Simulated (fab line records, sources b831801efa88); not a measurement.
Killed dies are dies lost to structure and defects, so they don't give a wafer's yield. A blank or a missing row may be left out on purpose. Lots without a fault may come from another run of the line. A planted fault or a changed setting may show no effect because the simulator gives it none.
Chamber matching | flow sky130 | SKY_VIA2_CMP_24 on cmp-01: 4 sister chambers
The step polishes, stops on SiO2, t overpolish 20 s, target thk 0 nm. 8 wafers are shown with their chamber, then 8 later ones without.

WAFERS WITH THEIR CHAMBER
wafer  | chamber | motor_current_A (A) | time_to_endpoint_s (s)
L081.1 | 2       | 11.0                | 100
L081.4 | 1       | 12.3                | 104
L081.5 | 3       | 9.8                 | 102
L081.6 | 0       | 10.3                | 107
L087.1 | 3       | 9.5                 | 105
L087.2 | 0       | 10.2                | 108
L087.3 | 1       | 11.7                | 107
L087.4 | 2       | 11.1                | 104

WAFERS WITHOUT THEIR CHAMBER
wafer  | motor_current_A (A) | time_to_endpoint_s (s)
L087.5 | 10.0                | 105
L087.6 | 10.0                | 103
L088.1 | 12.2                | 101
L088.2 | 12.3                | 104
L088.3 | 9.2                 | 103
L088.4 | 10.3                | 108
L088.5 | 9.7                 | 103
L088.6 | 10.3                | 109

WHICH CHAMBER EACH WENT THROUGH
wafer  | from the rows above     | in truth
L087.5 | can't be placed: 0 or 3 | 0
L087.6 | can't be placed: 3 or 0 | 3
L088.1 | 1                       | 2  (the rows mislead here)
L088.2 | 1                       | 1
L088.3 | 3                       | 3
L088.4 | 0                       | 0
L088.5 | 3                       | 3
L088.6 | 0                       | 0
Placed correctly: 5 of 8. Can't be placed from these rows: 2 (the true chamber is among the candidates in 2). Placed wrongly: 1.
How it was worked out, from the rows above alone: a wafer's distance from a chamber is the root of the sum, over the readings, of the square of ((its reading less the chamber's mean) divided by the reading's scatter). The wafer belongs to the nearest chamber; if the next one is less than 2 further off, it can't be placed. A chamber's mean is the mean of its shown wafers. The scatter: the root of (the sum of the squares of (reading less its chamber's mean) over the shown wafers, divided by (wafers less chambers)).
